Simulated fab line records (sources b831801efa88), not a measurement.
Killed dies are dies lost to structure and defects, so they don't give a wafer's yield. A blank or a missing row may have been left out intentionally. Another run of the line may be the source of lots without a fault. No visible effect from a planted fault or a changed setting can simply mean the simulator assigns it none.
Comparing a struck lot with a sound one    flow sky130    16 out of 708 route steps
Sound: the wafers L167.2, L167.3, L167.4. Struck: wafers L156.2, L156.4, L156.6. The cause is named last.
Order at every step that has rows: each side's tool, ch and its chambers, its first start. Under that, the readings that differ: sound wafers    struck wafers    difference of the means    sigmas: that difference in standard deviations of wafers without a fault.
alike: readings whose means differ by less than 2 such deviations, and words and numbers that are the same on both sides. not compared: withheld readings, readings that some wafer has no value for, bounds like >300 that may hide the same value, and numbers for which the record gives no deviation and whose values overlap.
A row with sigmas, a row that says differs or no value, or rows on one side alone: a step with any of these is where the two part. Numbers that have no deviation but don't overlap get no sigmas and don't part them. A reading missing from all wafers of one side parts the sides only when that side holds two or more wafers.

first, 5 steps without rows for these wafers: SKY_POLY_GATE_COAT_08 (resist thk 450 nm); SKY_POLY_GATE_SOFTBAKE_09 (time 90 s); SKY_POLY_GATE_EXPOSE_10 (exposes mask P1M, target cd 150 nm); SKY_POLY_GATE_PEB_11; SKY_POLY_GATE_DEVELOP_12 (develop time 60 s).
SKY_POLY_GATE_CD_MEAS_13: the cd target is 150 nm.
  sound on cd_sem-01, day 23 01:18; struck on cd_sem-02, day 18 21:05
  alike: cd_nm
SKY_POLY_GATE_OVL_MEAS_14:
  sound on overlay-02, day 23 01:25; struck on overlay-02, day 18 21:12
  alike: POLY_GATE_OVL
SKY_POLY_GATE_ETCH_15: etches BARC in N2/H2, stops on SiO2, time 118.5 s, target depth 110 nm.
  sound on rie_diel-03 ch 1,2,3, day 23 01:26; struck on rie_diel-03 ch 0,1,2, day 18 21:14
  alike: drypump_motor_current_A, oes_product_au, rf_fwd_power_W, throttle_valve_pct
  not compared: rf_hours_counter_h
SKY_POLY_GATE_ETCH_16: etches Si3N4 in CH3F/O2, stops on poly-Si, time 147.5 s, target depth 75 nm.
  sound on rie_diel-03 ch 1,2,3, day 23 01:31; struck on rie_diel-03 ch 0,1,2, day 18 21:19
  alike: drypump_motor_current_A, oes_product_au, rf_fwd_power_W, throttle_valve_pct
  not compared: rf_hours_counter_h
SKY_POLY_GATE_ETCH_17: etches poly-Si in HBr/Cl2, stops on SiO2, target depth 180 nm, time 70.5 s.
  sound on rie_si-02 ch 1,2,3, day 23 01:37; struck on rie_si-01 ch 0,2,3, day 18 21:25
  alike: drypump_motor_current_A, oes_product_au, rf_fwd_power_W, throttle_valve_pct
  not compared: rf_hours_counter_h
SKY_POLY_GATE_STRIP_18: strips in O2/N2.
  sound on plasma_asher-02 ch 0,1, day 23 01:41; struck on plasma_asher-04 ch 0,1, day 18 21:28
  alike: drypump_motor_current_A, oes_product_au, strip_time_to_endpoint_s
  not compared: rf_hours_counter_h
then, 1 step without rows for these wafers: SKY_POLY_GATE_CLEAN_19 (cleans in SC1/SC2, time 150 s).
SKY_POLY_GATE_OXIDATION_20: stabilise 600 s, purge 300 s, target thk 4 nm.
  sound on furnace-02 ch 0, day 23 01:50; struck on furnace-02 ch 0, day 18 22:04
reading                                           sound             struck             difference  sigmas
ox_time_s (s)                                     899 899 899       719.2 719.2 719.2  -179.8      
model.SiO2_of_POLY_GATE_OXIDATION_20.thk_nm (nm)  4.028 4.04 3.987  3.351 3.376 3.403  -0.642      
  alike: zone_power_lower_pct
SKY_POLY_GATE_THK_MEAS_21:
  sound on film_metro-02, day 23 03:05; struck on film_metro-02, day 18 23:19
reading                       sound           struck          difference  sigmas
POLY_GATE_OXIDATION_THK (nm)  4.10 4.09 4.01  3.37 3.36 3.41  -0.69       -8
SKY_POLY_GATE_CD_MEAS_22:
  sound on cd_sem-02, day 23 03:10; struck on cd_sem-01, day 18 23:24
  alike: cd_nm
-- the record jumps here: 29 days lie between the struck wafers' starts before and after (it left off in module POLY_GATE and takes up again in module PAD_OPEN, whose first step shown is number 708 of the route) --
SKY_PAD_OPEN_PROBE_99:
  sound on prober-02, day 49 22:48; struck on prober-01, day 47 11:38
reading                      sound              struck             difference  sigmas
model.etest.tip_n.rs_ohm_sq  444.6 439.7 444.4  431.2 435.3 436.3  -8.6        
  alike: killed_at_M0_to_M3, killed_at_M4_up, killed_at_contacts, killed_at_front_end, killed_at_other, killed_dies, killed_open, killed_short

WHERE THEY PART
SKY_POLY_GATE_THK_MEAS_21 only, going by this record. Later steps at which nothing parts them and some readings are alike: SKY_POLY_GATE_CD_MEAS_22, SKY_PAD_OPEN_PROBE_99.

WHY: what the simulator had put in
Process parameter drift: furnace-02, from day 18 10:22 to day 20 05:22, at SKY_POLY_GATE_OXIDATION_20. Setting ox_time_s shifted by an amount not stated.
